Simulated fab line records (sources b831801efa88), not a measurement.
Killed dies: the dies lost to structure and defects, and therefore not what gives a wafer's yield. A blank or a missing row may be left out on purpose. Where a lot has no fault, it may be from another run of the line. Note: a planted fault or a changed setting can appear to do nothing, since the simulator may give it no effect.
Commonality check across tools :: flow sky130 :: 33 wafers sampled across 11 lots

## WHY THIS WAS OPENED
At SKY_RES_XHIGH_TW_MEAS_09 the reading RES_XHIGH_TW is flagged on 2 of 11 lots. Wafers without a fault read 1634, standard deviation 15.
Rule: a lot gets a flag if all its wafers with a number sit over 4 standard deviations from that mean, or if no wafer of it has a number. The other lots count as sound.

lot: L848
measured: day 27 03:30
on: film metro-02
RES_XHIGH_TW, wafer by wafer: 1636 1629 1642
flag: 

lot: L850
measured: day 27 23:37
on: film metro-02
RES_XHIGH_TW, wafer by wafer: 1632 1639 1639
flag: 

lot: L851
measured: day 28 08:07
on: film metro-01
RES_XHIGH_TW, wafer by wafer: 2836 2832 2850
flag: FLAGGED

lot: L852
measured: day 28 18:47
on: film metro-02
RES_XHIGH_TW, wafer by wafer: 2879 2876 2878
flag: FLAGGED

lot: L853
measured: day 28 22:34
on: film metro-01
RES_XHIGH_TW, wafer by wafer: 1610 1612 1615
flag: 

lot: L863
measured: day 32 07:40
on: film metro-01
RES_XHIGH_TW, wafer by wafer: 1622 1626 1624
flag: 

lot: L864
measured: day 32 22:07
on: film metro-02
RES_XHIGH_TW, wafer by wafer: 1641 1651 1650
flag: 

lot: L865
measured: day 32 23:23
on: film metro-02
RES_XHIGH_TW, wafer by wafer: 1649 1646 1648
flag: 

lot: L867
measured: day 33 05:58
on: film metro-01
RES_XHIGH_TW, wafer by wafer: 1614 1619 1610
flag: 

lot: L868
measured: day 33 18:36
on: film metro-02
RES_XHIGH_TW, wafer by wafer: 1638 1637 1644
flag: 

lot: L869
measured: day 33 22:53
on: film metro-02
RES_XHIGH_TW, wafer by wafer: 1649 1642 1647
flag: 
The mean of the flagged lots' numbers is 2858, +1224 from the usual (+82 standard deviations).

## EACH LOT AND THE TOOL IT RAN ON
Before the reading, the record contains 3 process steps out of a 708-step route. Each cell gives the tool, then ch followed by the chambers the sampled wafers passed through, then the start.
lot: L848
flag: 
SKY_POLY_CUT_ETCH_10: rie diel-04 ch 0,1, day 24 16:50
SKY_POLY_CUT_STRIP_12: plasma asher-01 ch 0,1, day 24 16:55
SKY_SD_P_COAT_02: litho track-04 ch 0, day 25 06:27

lot: L850
flag: 
SKY_POLY_CUT_ETCH_10: rie diel-01 ch 0,1,3, day 25 14:05
SKY_POLY_CUT_STRIP_12: plasma asher-01 ch 0,1, day 25 14:10
SKY_SD_P_COAT_02: litho track-04 ch 0, day 26 04:06

lot: L851
flag: FLAGGED
SKY_POLY_CUT_ETCH_10: rie diel-01 ch 0,1,3, day 25 21:46
SKY_POLY_CUT_STRIP_12: plasma asher-01 ch 0,1, day 25 21:52
SKY_SD_P_COAT_02: litho track-04, day 26 12:01

lot: L852
flag: FLAGGED
SKY_POLY_CUT_ETCH_10: rie diel-01 ch 0,1,2, day 26 08:54
SKY_POLY_CUT_STRIP_12: plasma asher-03 ch 0,1, day 26 08:59
SKY_SD_P_COAT_02: litho track-04, day 27 00:09

lot: L853
flag: 
SKY_POLY_CUT_ETCH_10: rie diel-04 ch 0,1,2, day 26 12:29
SKY_POLY_CUT_STRIP_12: plasma asher-01 ch 0,1, day 26 12:36
SKY_SD_P_COAT_02: litho track-04 ch 0, day 27 03:18

lot: L863
flag: 
SKY_POLY_CUT_ETCH_10: rie diel-01 ch 1,2, day 30 00:27
SKY_POLY_CUT_STRIP_12: plasma asher-01 ch 1, day 30 00:32
SKY_SD_P_COAT_02: litho track-04 ch 0, day 30 13:30

lot: L864
flag: 
SKY_POLY_CUT_ETCH_10: rie diel-04 ch 0,1,3, day 30 15:29
SKY_POLY_CUT_STRIP_12: plasma asher-04 ch 0,1, day 30 15:34
SKY_SD_P_COAT_02: litho track-04 ch 0, day 31 05:00

lot: L865
flag: 
SKY_POLY_CUT_ETCH_10: rie diel-01 ch 0,2,3, day 30 17:29
SKY_POLY_CUT_STRIP_12: plasma asher-04 ch 0,1, day 30 17:34
SKY_SD_P_COAT_02: litho track-04 ch 0, day 31 06:52

lot: L867
flag: 
SKY_POLY_CUT_ETCH_10: rie diel-04 ch 0,1, day 30 22:36
SKY_POLY_CUT_STRIP_12: plasma asher-03 ch 0,1, day 30 22:43
SKY_SD_P_COAT_02: litho track-04 ch 0, day 31 12:10

lot: L868
flag: 
SKY_POLY_CUT_ETCH_10: rie diel-04 ch 1,2,3, day 31 11:11
SKY_POLY_CUT_STRIP_12: plasma asher-03 ch 0,1, day 31 11:16
SKY_SD_P_COAT_02: litho track-04 ch 0, day 32 00:33

lot: L869
flag: 
SKY_POLY_CUT_ETCH_10: rie diel-03 ch 0,2,3, day 31 16:35
SKY_POLY_CUT_STRIP_12: plasma asher-03 ch 0,1, day 31 16:40
SKY_SD_P_COAT_02: litho track-02 ch 0, day 32 06:42
These steps, and what they do:
- SKY_POLY_CUT_ETCH_10: etches BARC in N2/H2, stops on SiO2, time 45.9 s, target depth 60 nm.
- SKY_POLY_CUT_STRIP_12: strips in O2/N2.
- SKY_SD_P_COAT_02: resist thk 1140 nm.
- SKY_RES_XHIGH_TW_MEAS_09

## FLAGGED OVER TOTAL, TOOL BY TOOL (the gauges that took the reading come last)
step: SKY_POLY_CUT_ETCH_10
tool: rie diel-01
lots run: 5
flagged: 2
share of the flagged lots: all
sound lots run after its first flagged lot: 2 (L863,L865)

step: SKY_POLY_CUT_ETCH_10
tool: rie diel-03
lots run: 1
flagged: 0
share of the flagged lots: none
sound lots run after its first flagged lot: -

step: SKY_POLY_CUT_ETCH_10
tool: rie diel-04
lots run: 5
flagged: 0
share of the flagged lots: none
sound lots run after its first flagged lot: -

step: SKY_POLY_CUT_STRIP_12
tool: plasma asher-01
lots run: 5
flagged: 1
share of the flagged lots: some
sound lots run after its first flagged lot: 2 (L853,L863)

step: SKY_POLY_CUT_STRIP_12
tool: plasma asher-03
lots run: 4
flagged: 1
share of the flagged lots: some
sound lots run after its first flagged lot: 3 (L867,L868,L869)

step: SKY_POLY_CUT_STRIP_12
tool: plasma asher-04
lots run: 2
flagged: 0
share of the flagged lots: none
sound lots run after its first flagged lot: -

step: SKY_SD_P_COAT_02
tool: litho track-02
lots run: 1
flagged: 0
share of the flagged lots: none
sound lots run after its first flagged lot: -

step: SKY_SD_P_COAT_02
tool: litho track-04
lots run: 10
flagged: 2
share of the flagged lots: all
sound lots run after its first flagged lot: 6 (L853,L863,L864,L865,L867,L868)

step: SKY_RES_XHIGH_TW_MEAS_09
tool: film metro-01
lots run: 4
flagged: 1
share of the flagged lots: some
sound lots run after its first flagged lot: 3 (L853,L863,L867)

step: SKY_RES_XHIGH_TW_MEAS_09
tool: film metro-02
lots run: 7
flagged: 1
share of the flagged lots: some
sound lots run after its first flagged lot: 4 (L864,L865,L868,L869)

## WHAT IS ALLOWED BY THE TABLE
Rows of the table that ran all the flagged lots, 2 in number: rie diel-01 at SKY_POLY_CUT_ETCH_10; litho track-04 at SKY_SD_P_COAT_02.
- rie diel-01 at SKY_POLY_CUT_ETCH_10 ran 5 lots, 2 of them flagged. Sound lots ran on it after the first flagged one (L863, L865), which a lasting fault on the whole tool wouldn't allow.
- litho track-04 at SKY_SD_P_COAT_02 ran 10 lots, 2 of them flagged. Sound lots ran on it after the first flagged one (L853, L863, L864, L865, L867, L868), which a lasting fault on the whole tool wouldn't allow. On the flagged lots its readings are blank where sound lots have values: chill plate temp C, dispense pressure kPa, spin speed rpm.
There is no row in the table that ran each flagged lot and no sound lot after the first.

## WHAT HAD BEEN PUT IN BY THE SIMULATOR
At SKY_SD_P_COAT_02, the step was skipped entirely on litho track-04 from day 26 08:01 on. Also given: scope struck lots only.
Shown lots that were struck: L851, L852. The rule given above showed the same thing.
